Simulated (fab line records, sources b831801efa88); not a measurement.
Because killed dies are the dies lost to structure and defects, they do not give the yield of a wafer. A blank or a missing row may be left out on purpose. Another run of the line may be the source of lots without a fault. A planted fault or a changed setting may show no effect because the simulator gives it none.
One fault through the eyes of 2 desks    flow sky130    each desk has only its own numbers; what lay behind them comes last

TOOL OWNER'S DESK, pvd-sputter-03
The tool's own readings at SKY_METAL2_SPUTTER_02 (material AlCu, target thk 250 nm, time 13.3 s): means of the sampled wafers that have a number, for each lot that ran on this tool. Any lot whose mean is over 4 standard deviations away from the usual mean is out of limits and marked OUT; that distance is given in the brackets.
Columns: A = throttle-valve-pct at SKY_METAL2_SPUTTER_02, usual 30.1 %
lot   first seen here  A
L136  day 35 02:53     29.0
L137  day 35 13:59     30.7
L140  day 36 23:31     29.6
L139  day 37 01:49     30.4
L148  day 38 20:46     29.8
L151  day 39 20:32     30.0
Result from this desk: across the 6 lots, nothing is out of limits.

METROLOGY DESK
Means of the sampled wafers that have a number, per lot and without regard to the tool the lot ran on: this is what the gauges read. Any lot whose mean is over 4 standard deviations away from the usual mean is out of limits and marked OUT; that distance is given in the brackets.
Columns: A = METAL1_ALCU_THK at SKY_METAL1_THK_MEAS_06, usual 246 nm; B = cd-nm at SKY_METAL1_CD_MEAS_15, usual 140.0 nm; C = cd-nm at SKY_VIA1_CD_MEAS_12, usual 150.1 nm; D = METAL2_ALCU_RS at SKY_METAL2_RS_MEAS_05, usual 0.1269 ohm/sq; E = METAL2_ALCU_THK at SKY_METAL2_THK_MEAS_06, usual 247 nm
lot   first seen here  A    B      C      D                  E
L132  day 31 19:07     245  139.6  149.6  0.1263             248
L134  day 32 15:02     246  140.9  151.5  0.1288             245
L136  day 32 19:06     245  142.8  149.4  0.1275             246
L137  day 33 06:01     250  138.4  151.8  0.1261             249
L138  day 34 16:19     243  138.0  151.9  0.1278             243
L140  day 34 17:17     249  137.7  151.1  0.1280             247
L139  day 34 18:37     249  140.4  149.3  0.1279             247
L142  day 35 00:29     245  138.5  144.2  0.1259             247
L148  day 36 15:25     240  139.0  148.6  0.1215             258
L151  day 37 15:25     244  141.0  149.6  0.1204 (-4.0) OUT  258
L155  day 38 16:55     248  140.4  148.4  0.1251             251
Per this desk, out of limits: L151; the first was L151, day 39 20:39 (METAL2_ALCU_RS at SKY_METAL2_RS_MEAS_05). L132, L134, L136, L137, L138, L140, L139, L142, L148, L155 stayed within limits.

TAKEN TOGETHER
The metrology desk could have raised an alarm at day 39 20:39, on L151.
Nothing out of limits was seen by the tool owner's desk.
On record at the tool owner's desk: L151, within its limits.
On pvd-sputter-03, each named lot ran SKY_METAL2_SPUTTER_02.

WHAT WAS PUT IN BY THE SIMULATOR
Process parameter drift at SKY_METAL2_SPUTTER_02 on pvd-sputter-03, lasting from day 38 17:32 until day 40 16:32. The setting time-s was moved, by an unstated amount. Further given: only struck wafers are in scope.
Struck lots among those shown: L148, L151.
Per desk, hours elapsed from the start of the fault to the first reading out of limits: for the metrology desk, 27.
